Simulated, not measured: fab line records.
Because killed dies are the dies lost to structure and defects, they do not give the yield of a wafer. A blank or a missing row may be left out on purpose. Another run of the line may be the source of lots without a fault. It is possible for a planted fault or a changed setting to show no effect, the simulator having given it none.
fab line records -- flow gf180mcu
[record] lots = 15, wafers = 45, lastDay = 34
route steps=602 shown V1@336
lots that met no fault: taken from a fault-free run of the same line
startH: hours from the record's opening day to when the first of the lot's shown wafers began -- waitH: hours since the lot's step before -- " the same as in the row above -- L1.1+2: one row covering several wafers at once -- - no value, or no start given -- * or withheld: withheld -- < > ~ a bound
route shown NAME@n: a module of which the file shows steps, and the number in the route of the first -- usual: mean/standard deviation of fault-free wafers -- same: alike in all rows -- chamber/n: place in a boat -- sites: each site's reading -- _std_site: standard deviation across them -- _edge_site: outer sites' mean less inner sites' -- radiusMm: how far each site lies from the wafer's centre -- mask NAME#n: copy n -- behind: the tool/chamber that last shaped the wafer -- hold: the reason the lot was held/the length of the hold in hours/how it ended -- device: the n, p or np transistor that did not switch -- end of line: tests of these same wafers at the route's end -- for a step that has no rows: nothing shown but its recipe -- killed: dies that structure and defects cost at the first sort, which is not the same as the wafer's yield -- map: per-die view of a wafer (x killed, . not killed, _ where there is no die)
set.NAME: the setting as run; set.NAME@STEP: as run at that earlier step -- model.NAME: the simulator's own value behind a step, which no gauge read
steps of the route over a sample of lots; a table a step, a row a wafer
services: from which hour (startH, from the record's first day; less than 0 if before it) a tool's chamber was out of use, for how many hours, and why
[[steps]]
[step GF_V1_THK_MEAS_01]
[recipe] reads = SiO2_of_V1_CVD_00
[usual] V1_CVD_00_THK = 602/7.6
lot.wafer,tool,chamber,startH,waitH,V1_CVD_00_THK[nm]
L734.3,filmMetro-01,-,394.83,0.1,604
L734.5,filmMetro-01,-,394.83,0.1,616
L734.6,filmMetro-01,-,394.83,0.1,606
L735.4,filmMetro-01,-,397.86,0.0,602
L735.5,filmMetro-01,-,397.86,0.0,599
L735.6,filmMetro-01,-,397.86,0.0,598
L736.1,filmMetro-02,-,407.28,0.0,607
L736.2,filmMetro-02,-,407.28,0.0,613
L736.4,filmMetro-02,-,407.28,0.0,614
L737.1,filmMetro-01,-,407.66,0.0,606
L737.2,filmMetro-01,-,407.66,0.0,603
L737.3,filmMetro-01,-,407.66,0.0,594
L738.2,filmMetro-01,-,433.28,0.0,611
L738.4,filmMetro-01,-,433.28,0.0,610
L738.5,filmMetro-01,-,433.28,0.0,604
L740.1,filmMetro-02,-,449.38,0.0,611
L740.4,filmMetro-02,-,449.38,0.0,608
L740.5,filmMetro-02,-,449.38,0.0,608
L741.1,filmMetro-03,-,465.46,0.0,600
L741.3,filmMetro-03,-,465.46,0.0,602
L741.4,filmMetro-03,-,465.46,0.0,601
L742.2,filmMetro-03,-,473.50,0.0,589
L742.5,filmMetro-03,-,473.50,0.0,596
L742.6,filmMetro-03,-,473.50,0.0,603
L743.1,filmMetro-02,-,478.17,0.0,594
L743.2,filmMetro-02,-,478.17,0.0,598
L743.3,filmMetro-02,-,478.17,0.0,597
L745.1,filmMetro-02,-,497.39,0.0,604
L745.2,filmMetro-02,-,497.39,0.0,599
L745.5,filmMetro-02,-,497.39,0.0,595
L748.1,filmMetro-01,-,524.13,0.0,602
L748.4,filmMetro-01,-,524.13,0.0,602
L748.6,filmMetro-01,-,524.13,0.0,605
L750.1,filmMetro-03,-,530.32,0.0,612
L750.3,filmMetro-03,-,530.32,0.0,613
L750.5,filmMetro-03,-,530.32,0.0,613
L751.3,filmMetro-03,-,538.03,0.1,615
L751.4,filmMetro-03,-,538.03,0.1,619
L751.6,filmMetro-03,-,538.03,0.1,606
L752.2,filmMetro-01,-,542.09,0.0,605
L752.4,filmMetro-01,-,542.09,0.0,587
L752.6,filmMetro-01,-,542.09,0.0,598
L755.1,filmMetro-01,-,566.61,0.0,609
L755.4,filmMetro-01,-,566.61,0.0,607
L755.6,filmMetro-01,-,566.61,0.0,606
[step GF_V1_THK_MEAS_03]
[recipe] reads = SiO2_of_V1_CVD_02
[usual] V1_CVD_02_THK = 849/10
lot.wafer,tool,chamber,startH,waitH,V1_CVD_02_THK[nm]
L734.3,filmMetro-02,-,394.95,0.1,844
L734.5,filmMetro-02,-,394.95,0.1,862
L734.6,filmMetro-02,-,394.95,0.1,858
L735.4,filmMetro-03,-,397.99,0.0,861
L735.5,filmMetro-03,-,397.99,0.0,844
L735.6,filmMetro-03,-,397.99,0.0,850
L736.1,filmMetro-02,-,407.41,0.0,840
L736.2,filmMetro-02,-,407.41,0.0,836
L736.4,filmMetro-02,-,407.41,0.0,853
L737.1,filmMetro-01,-,407.79,0.0,841
L737.2,filmMetro-01,-,407.79,0.0,845
L737.3,filmMetro-01,-,407.79,0.0,845
L738.2,filmMetro-03,-,433.45,0.1,836
L738.4,filmMetro-03,-,433.45,0.1,858
L738.5,filmMetro-03,-,433.45,0.1,847
L740.1,filmMetro-01,-,449.51,0.0,846
L740.4,filmMetro-01,-,449.51,0.0,846
L740.5,filmMetro-01,-,449.51,0.0,847
L741.1,filmMetro-02,-,465.59,0.0,835
L741.3,filmMetro-02,-,465.59,0.0,841
L741.4,filmMetro-02,-,465.59,0.0,859
L742.2,filmMetro-01,-,473.63,0.0,834
L742.5,filmMetro-01,-,473.63,0.0,854
L742.6,filmMetro-01,-,473.63,0.0,855
L743.1,filmMetro-01,-,478.30,0.0,839
L743.2,filmMetro-01,-,478.30,0.0,844
L743.3,filmMetro-01,-,478.30,0.0,845
L745.1,filmMetro-03,-,497.55,0.1,856
L745.2,filmMetro-03,-,497.55,0.1,843
L745.5,filmMetro-03,-,497.55,0.1,865
L748.1,filmMetro-02,-,524.26,0.0,831
L748.4,filmMetro-02,-,524.26,0.0,849
L748.6,filmMetro-02,-,524.26,0.0,855
L750.1,filmMetro-01,-,530.45,0.0,843
L750.3,filmMetro-01,-,530.45,0.0,835
L750.5,filmMetro-01,-,530.45,0.0,854
L751.3,filmMetro-01,-,538.16,0.1,844
L751.4,filmMetro-01,-,538.16,0.1,868
L751.6,filmMetro-01,-,538.16,0.1,854
L752.2,filmMetro-01,-,542.22,0.0,850
L752.4,filmMetro-01,-,542.22,0.0,857
L752.6,filmMetro-01,-,542.22,0.0,870
L755.1,filmMetro-03,-,566.74,0.0,831
L755.4,filmMetro-03,-,566.74,0.0,850
L755.6,filmMetro-03,-,566.74,0.0,853
[step GF_V1_ETCH_16]
[recipe] chemistry = N2/H2, targetDepthA = withheld, overetchA = withheld, timeS = withheld, target = BARC, ionEnergyEv = 200, sourceW = 500, biasW = 100, pressureMtorr = 30, n2FlowSccm = 100, h2FlowSccm = 200
[usual] biasW = 99.97/0.3, chamberPressureMTorr = 30.00/0.033, drypumpMotorCurrentA = 5.9/0.38, oesProductAu = 0.855/0.0046, rfFwdPowerW = 495.2/2.2, throttleValvePct = 13.225/0.0085
lot.wafer,tool,chamber,startH,waitH,biasW,chamberPressureMTorr,drypumpMotorCurrentA,oesProductAu,rfFwdPowerW,throttleValvePct
L734.3,rieDiel-02,0,418.11,0.0,100.32,30.01,5.7,0.851,491.5,13.228
L734.5,rieDiel-02,0,418.11,0.0,99.78,29.99,5.7,0.847,492.7,13.212
L734.6,rieDiel-02,3,418.11,0.0,99.85,29.97,6.2,0.851,493.7,13.243
L735.4,rieDiel-03,1,421.99,0.0,99.98,30.03,5.9,0.859,496.8,13.229
L735.5,rieDiel-03,0,421.99,0.0,99.50,29.98,5.7,0.854,492.0,13.223
L735.6,rieDiel-03,1,421.99,0.0,99.97,29.98,5.9,0.851,497.5,13.218
L736.1,rieDiel-04,2,431.79,0.0,100.13,29.98,6.1,0.847,496.0,13.235
L736.2,rieDiel-04,3,431.79,0.0,99.87,29.97,5.8,0.854,497.0,13.217
L736.4,rieDiel-04,1,431.79,0.0,100.22,30.01,4.9,0.859,496.3,13.238
L737.1,rieDiel-03,2,432.21,0.0,99.57,29.97,6.5,0.862,493.4,13.228
L737.2,rieDiel-03,0,432.21,0.0,100.38,30.00,5.7,0.848,492.0,13.229
L737.3,rieDiel-03,3,432.21,0.0,99.35,29.94,5.7,0.856,498.5,13.229
L738.2,rieDiel-02,2,457.59,0.0,99.73,30.01,5.5,0.850,493.9,13.226
L738.4,rieDiel-02,0,457.59,0.0,99.72,29.99,5.7,0.861,494.2,13.215
L738.5,rieDiel-02,1,457.59,0.0,99.93,29.97,6.3,0.856,496.9,13.223
L740.1,rieDiel-04,3,473.87,0.0,99.86,30.02,5.8,0.866,496.8,13.208
L740.4,rieDiel-04,0,473.87,0.0,99.88,29.99,6.2,0.850,494.3,13.229
L740.5,rieDiel-04,3,473.87,0.0,100.11,29.99,5.8,0.851,499.7,13.212
L741.1,rieDiel-02,0,490.21,0.0,99.95,29.98,5.7,0.850,491.3,13.213
L741.3,rieDiel-02,1,490.21,0.0,99.72,30.00,6.3,0.858,496.5,13.228
L741.4,rieDiel-02,3,490.21,0.0,100.16,29.97,6.2,0.856,492.3,13.229
L742.2,rieDiel-02,0,498.62,0.0,100.10,30.03,5.7,0.855,492.0,13.213
L742.5,rieDiel-02,2,498.62,0.0,100.12,30.05,5.5,0.859,496.1,13.233
L742.6,rieDiel-02,3,498.62,0.0,100.00,29.96,6.2,0.860,489.6,13.221
L743.1,rieDiel-02,3,502.36,0.0,100.06,30.03,6.2,0.864,493.4,13.223
L743.2,rieDiel-02,1,502.36,0.0,100.17,30.03,6.3,0.856,496.9,13.248
L743.3,rieDiel-02,0,502.36,0.0,99.87,29.97,5.7,0.853,491.7,13.230
L745.1,rieDiel-02,2,521.35,0.0,99.69,29.96,5.5,0.858,497.8,13.226
L745.2,rieDiel-02,3,521.35,0.0,99.87,29.95,6.2,0.853,493.3,13.223
L745.5,rieDiel-02,2,521.35,0.0,99.77,29.97,5.5,0.851,495.1,13.231
L748.1,rieDiel-02,1,548.32,0.0,-,-,-,-,-,-
L748.4,rieDiel-02,1,548.32,0.0,-,-,-,-,-,-
L748.6,rieDiel-02,2,548.32,0.0,-,-,-,-,-,-
L750.1,rieDiel-02,2,554.57,0.0,-,-,-,-,-,-
L750.3,rieDiel-02,0,554.57,0.0,-,-,-,-,-,-
L750.5,rieDiel-02,0,554.57,0.0,-,-,-,-,-,-
L751.3,rieDiel-02,2,561.45,0.0,-,-,-,-,-,-
L751.4,rieDiel-02,0,561.45,0.0,-,-,-,-,-,-
L751.6,rieDiel-02,0,561.45,0.0,-,-,-,-,-,-
L752.2,rieDiel-02,0,565.44,0.0,99.81,29.96,5.7,0.850,494.8,13.217
L752.4,rieDiel-02,1,565.44,0.0,100.36,29.98,6.3,0.864,497.5,13.235
L752.6,rieDiel-02,0,565.44,0.0,99.62,30.01,5.7,0.855,493.5,13.233
L755.1,rieDiel-03,2,588.90,0.0,100.61,30.05,6.5,0.851,495.6,13.232
L755.4,rieDiel-03,0,588.90,0.0,100.33,30.01,5.6,0.854,495.6,13.226
L755.6,rieDiel-03,2,588.90,0.0,100.27,30.01,6.5,0.848,495.8,13.223
[step GF_V1_ETCH_17]
[recipe] chemistry = C4F8/O2/Ar, maskMaterial = KrF, target = SiO2, stopOn = TiN, sourceW = 1500, biasW = 1200, pressureMtorr = 40, c4f8FlowSccm = withheld, O2_flow_sccm = 6, Ar_flow_sccm = 300, timeS = withheld, targetDepthA = 6300
[usual] biasW = 1200/4.1, chamberPressureMTorr = 40.01/0.046, oesProductAu = 0.856/0.0045, rfFwdPowerW = 1492/5
lot.wafer,tool,chamber,startH,waitH,biasW,chamberPressureMTorr,oesProductAu,rfFwdPowerW
L734.3,rieDiel-02,0,-,-,1201,40.01,0.849,1490
L734.5,rieDiel-02,0,-,-,1202,40.03,0.859,1497
L734.6,rieDiel-02,3,-,-,1202,40.08,0.860,1490
L735.4,rieDiel-03,1,-,-,1201,39.99,0.852,1497
L735.5,rieDiel-03,0,-,-,1200,40.02,0.859,1486
L735.6,rieDiel-03,1,-,-,1198,39.99,0.852,1490
L736.1,rieDiel-04,2,-,-,1203,40.06,0.851,1500
L736.2,rieDiel-04,3,-,-,1196,39.96,0.852,1494
L736.4,rieDiel-04,1,-,-,1200,39.98,0.855,1497
L737.1,rieDiel-03,2,-,-,1195,40.03,0.862,1491
L737.2,rieDiel-03,0,-,-,1197,40.03,0.849,1494
L737.3,rieDiel-03,3,-,-,1198,40.03,0.858,1497
L738.2,rieDiel-02,2,-,-,1196,40.01,0.852,1492
L738.4,rieDiel-02,0,-,-,1204,40.00,0.857,1494
L738.5,rieDiel-02,1,-,-,1196,40.03,0.854,1490
L740.1,rieDiel-04,3,-,-,1195,40.02,0.863,1490
L740.4,rieDiel-04,0,-,-,1194,40.01,0.856,1486
L740.5,rieDiel-04,3,-,-,1196,39.94,0.855,1495
L741.1,rieDiel-02,0,-,-,1207,40.02,0.858,1482
L741.3,rieDiel-02,1,-,-,1208,40.07,0.855,1497
L741.4,rieDiel-02,3,-,-,1200,39.93,0.855,1491
L742.2,rieDiel-02,0,-,-,1198,40.05,0.845,1495
L742.5,rieDiel-02,2,-,-,1199,39.99,0.864,1500
L742.6,rieDiel-02,3,-,-,1198,40.06,0.854,1498
L743.1,rieDiel-02,3,-,-,1198,40.02,0.858,1482
L743.2,rieDiel-02,1,-,-,1198,40.00,0.859,1494
L743.3,rieDiel-02,0,-,-,1194,40.01,0.858,1488
L745.1,rieDiel-02,2,-,-,1201,39.96,0.853,1494
L745.2,rieDiel-02,3,-,-,1199,39.96,0.855,1485
L745.5,rieDiel-02,2,-,-,1202,40.00,0.860,1496
L748.1,rieDiel-02,1,-,-,1202,39.93,0.370,1496
L748.4,rieDiel-02,1,-,-,1196,40.03,0.374,1491
L748.6,rieDiel-02,2,-,-,1197,40.04,0.377,1494
L750.1,rieDiel-02,2,-,-,1204,39.98,0.378,1496
L750.3,rieDiel-02,0,-,-,1204,40.04,0.367,1492
L750.5,rieDiel-02,0,-,-,1198,40.05,0.373,1489
L751.3,rieDiel-02,2,-,-,1197,39.95,0.374,1494
L751.4,rieDiel-02,0,-,-,1200,40.02,0.374,1496
L751.6,rieDiel-02,0,-,-,1200,39.95,0.374,1488
L752.2,rieDiel-02,0,-,-,1204,39.98,0.857,1487
L752.4,rieDiel-02,1,-,-,1199,40.01,0.856,1501
L752.6,rieDiel-02,0,-,-,1198,39.97,0.857,1492
L755.1,rieDiel-03,2,-,-,1199,40.01,0.847,1496
L755.4,rieDiel-03,0,-,-,1198,40.03,0.858,1489
L755.6,rieDiel-03,2,-,-,1200,40.00,0.859,1490
[step GF_V1_STRIP_18]
[recipe] chemistry = O2/N2, powerW = 1400, pressureMtorr = 1500, platenTempC = 250, o2FlowSccm = 3000, n2FlowSccm = 300, overashFraction = 0.5
[usual] drypumpMotorCurrentA = 5.7/0.43, heaterPowerW = 297/38, oesProductAu = 0.593/0.0054
[same] overashFraction = 0.5
lot.wafer,tool,chamber,startH,waitH,drypumpMotorCurrentA,heaterPowerW,oesProductAu,rfHoursCounterH
L734.3,plasmaAsher-01,0,418.27,-,5.5,302,0.587,-
L734.5,plasmaAsher-01,0,418.27,-,5.5,298,0.597,-
L734.6,plasmaAsher-01,1,418.27,-,5.6,323,0.589,-
L735.4,plasmaAsher-04,0,422.15,-,6.0,312,0.596,-
L735.5,plasmaAsher-04,1,422.15,-,5.4,352,0.594,-
L735.6,plasmaAsher-04,0,422.15,-,6.0,312,0.597,-
L736.1,plasmaAsher-04,0,431.92,-,6.0,306,0.590,67
L736.2,plasmaAsher-04,1,431.92,-,5.4,358,0.603,67
L736.4,plasmaAsher-04,1,431.92,-,5.4,349,0.596,-
L737.1,plasmaAsher-03,0,432.34,-,5.2,283,0.591,32
L737.2,plasmaAsher-03,1,432.34,-,6.4,237,0.599,32
L737.3,plasmaAsher-03,1,432.34,-,6.4,242,0.594,-
L738.2,plasmaAsher-03,0,457.72,-,5.2,275,0.580,34
L738.4,plasmaAsher-03,0,457.72,-,5.2,275,0.587,-
L738.5,plasmaAsher-03,1,457.72,-,6.4,237,0.595,-
L740.1,plasmaAsher-04,1,474.00,-,5.4,347,0.581,72
L740.4,plasmaAsher-04,1,474.00,-,5.4,354,0.590,-
L740.5,plasmaAsher-04,0,474.00,-,6.0,305,0.594,-
L741.1,plasmaAsher-01,1,490.33,-,5.6,331,0.586,6
L741.3,plasmaAsher-01,0,490.33,-,5.5,296,0.600,-
L741.4,plasmaAsher-01,1,490.33,-,5.6,332,0.595,-
L742.2,plasmaAsher-01,0,498.75,-,5.5,297,0.599,7
L742.5,plasmaAsher-01,1,498.75,-,5.6,333,0.595,-
L742.6,plasmaAsher-01,0,498.75,-,5.5,301,0.603,-
L743.1,plasmaAsher-04,0,502.48,-,6.0,313,0.595,74
L743.2,plasmaAsher-04,1,502.48,-,5.4,351,0.588,74
L743.3,plasmaAsher-04,0,502.48,-,6.0,313,0.589,-
L745.1,plasmaAsher-01,0,521.48,-,5.5,301,0.587,9
L745.2,plasmaAsher-01,1,521.48,-,5.6,334,0.593,9
L745.5,plasmaAsher-01,1,521.48,-,5.5,333,0.590,-
L748.1,plasmaAsher-03,1,548.45,-,6.4,241,0.615,44
L748.4,plasmaAsher-03,0,548.45,-,5.3,272,0.612,-
L748.6,plasmaAsher-03,1,548.45,-,6.4,236,0.612,-
L750.1,plasmaAsher-03,0,554.70,-,5.3,276,0.611,45
L750.3,plasmaAsher-03,1,554.70,-,6.4,241,0.614,-
L750.5,plasmaAsher-03,1,554.70,-,6.4,242,0.612,-
L751.3,plasmaAsher-03,0,561.62,-,5.2,285,0.599,-
L751.4,plasmaAsher-03,1,561.62,-,6.4,235,0.607,-
L751.6,plasmaAsher-03,0,561.62,-,5.2,275,0.616,-
L752.2,plasmaAsher-03,0,565.57,-,5.2,281,0.599,46
L752.4,plasmaAsher-03,0,565.57,-,5.2,278,0.585,-
L752.6,plasmaAsher-03,0,565.57,-,5.2,278,0.593,-
L755.1,plasmaAsher-04,1,589.03,-,5.4,356,0.593,83
L755.4,plasmaAsher-04,1,589.03,-,5.4,355,0.584,-
L755.6,plasmaAsher-04,0,589.03,-,6.0,316,0.594,-
[step GF_V1_CMP_26]
[recipe] stopOn = SiO2, downForcePsi = 3.5, platenRpm = 60, tOverpolishS = 15, targetThkNm = 0, padVelocityMS = 0.94248
[usual] motorCurrentA = 11.0/0.68, overpolishRunS = 15.001/0.0086, timeToEndpointS = 84.4/2.9
lot.wafer,tool,chamber,startH,waitH,motorCurrentA,overpolishRunS,timeToEndpointS
L734.3,cmp-02,3,419.16,0.0,11.4,14.995,83.9
L734.6,cmp-02,3,419.16,0.0,11.3,14.992,83.3
L734.5,cmp-02,0,419.16,0.0,11.4,14.993,85.1
L735.4,cmp-01,1,423.25,0.2,12.1,15.006,81.9
L735.5,cmp-01,2,423.25,0.2,11.3,14.994,84.2
L735.6,cmp-01,3,423.25,0.2,11.2,15.002,88.3
L736.1,cmp-01,3,432.97,0.1,10.9,15.001,82.5
L736.2,cmp-01,0,432.97,0.1,11.1,15.000,81.3
L736.4,cmp-01,1,432.97,0.1,11.6,15.003,78.5
L737.2,cmp-02,2,433.27,0.0,9.7,14.994,86.1
L737.1,cmp-02,3,433.27,0.0,11.4,14.998,85.5
L737.3,cmp-02,0,433.27,0.0,12.0,15.007,87.1
L738.2,cmp-01,1,458.85,0.1,11.8,15.007,84.8
L738.4,cmp-01,2,458.85,0.1,11.7,14.990,80.8
L738.5,cmp-01,1,458.85,0.1,11.4,15.000,81.5
L740.1,cmp-02,1,475.13,0.1,10.3,14.998,83.2
L740.4,cmp-02,2,475.13,0.1,9.3,15.000,83.6
L740.5,cmp-02,1,475.13,0.1,9.4,15.008,84.5
L741.4,cmp-02,3,491.29,0.0,10.9,15.007,82.3
L741.1,cmp-02,0,491.29,0.0,11.4,14.998,83.7
L741.3,cmp-02,2,491.29,0.0,10.2,14.990,83.3
L742.2,cmp-02,3,499.80,0.0,12.1,14.997,85.5
L742.5,cmp-02,3,499.80,0.0,11.6,15.000,81.7
L742.6,cmp-02,0,499.80,0.0,11.8,15.014,86.5
L743.2,cmp-01,2,503.55,0.0,11.2,14.992,80.4
L743.1,cmp-01,0,503.55,0.0,11.1,14.985,82.0
L743.3,cmp-01,1,503.55,0.0,11.2,15.003,80.5
L745.2,cmp-01,1,522.41,0.0,11.9,15.012,80.4
L745.1,cmp-01,3,522.41,0.0,11.3,15.008,86.8
L745.5,cmp-01,1,522.41,0.0,11.6,15.003,83.3
L748.4,cmp-02,1,549.38,0.0,10.0,15.002,86.3
L748.1,cmp-02,0,549.38,0.0,12.0,15.013,87.6
L748.6,cmp-02,1,549.38,0.0,9.7,14.992,86.4
L750.1,cmp-02,0,555.74,0.1,11.2,14.996,93.3
L750.3,cmp-02,1,555.74,0.1,9.3,15.007,89.4
L750.5,cmp-02,3,555.74,0.1,11.2,15.006,93.8
L751.3,cmp-01,0,562.51,0.0,10.9,14.994,84.4
L751.4,cmp-01,3,562.51,0.0,11.6,15.013,83.7
L751.6,cmp-01,1,562.51,0.0,11.4,15.011,83.6
L752.4,cmp-01,3,566.49,0.0,11.8,15.013,85.8
L752.2,cmp-01,1,566.49,0.0,11.2,15.004,82.0
L752.6,cmp-01,3,566.49,0.0,11.1,15.011,83.0
L755.1,cmp-02,1,590.06,0.1,10.2,15.009,76.8
L755.4,cmp-02,2,590.06,0.1,9.9,14.992,81.5
L755.6,cmp-02,0,590.06,0.1,11.2,14.998,83.8
[[services]]
tool,chamber,startH,hours,kind
cmp-02,-,401.83,3.3,repair
rieDiel-02,1,404.69,33.5,repair
cmp-01,-,405.54,4.0,pm
cmp-01,-,413.43,6.7,pm
plasmaAsher-03,-,414.83,1.4,repair
rieDiel-03,-,416.82,2.8,pm
plasmaAsher-01,-,421.25,9.0,pm
rieDiel-02,2,421.43,7.6,repair
rieDiel-02,0,441.71,5.0,repair
cmp-02,-,444.20,3.7,pm
plasmaAsher-01,-,452.32,0.6,repair
rieDiel-03,2,460.74,5.2,repair
rieDiel-02,3,482.48,6.8,repair
rieDiel-03,0,517.50,3.3,repair
rieDiel-03,2,521.09,6.2,repair
rieDiel-02,-,527.52,1.0,repair
rieDiel-02,3,542.03,-,clean
rieDiel-03,1,543.43,29.6,repair
rieDiel-03,0,557.79,5.5,repair
plasmaAsher-04,-,564.87,0.8,repair
cmp-01,-,568.35,0.5,repair
cmp-02,-,570.14,2.7,repair
cmp-02,-,572.81,4.0,pm
plasmaAsher-04,-,580.37,5.7,repair
[[key]]
[firstSign] step = GF_V1_ETCH_16, reading = toolRecord, direction = missing
[effect] step = GF_V1_ETCH_17, reading = oesProductAu, direction = down, sigmas = 99+, usual = 0.856, struck = 0.374
[effect] step = GF_V1_STRIP_18, reading = oesProductAu, direction = up, sigmas = 3.3, usual = 0.593, struck = 0.611
metAt GF_V1_ETCH_16
struckLots L748,L750,L751
laterRowsLeftOut L748.1,L748.4,L748.6,L750.1,L750.3,L750.5,L751.3,L751.4,L751.6
sortLeftOut L748.1,L748.4,L748.6,L750.1,L750.3,L750.5,L751.3,L751.4,L751.6
notActingAt GF_V1_THK_MEAS_01,GF_V1_THK_MEAS_03,GF_V1_CMP_26
onsetBetween 521.35 548.32
[fault] kind = skippedStepWhole, tool = rieDiel-02, chamber = -, onsetH = 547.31, steps = GF_V1_ETCH_16, scope = struckLotsOnly
// sortLeftOut: the simulated sort isn't trusted on such a fault, so these wafers' sort isn't shown, and their yield isn't known
// laterRowsLeftOut: the simulator's readings of these wafers behind a module that went badly wrong aren't trusted and aren't shown, but for the sort
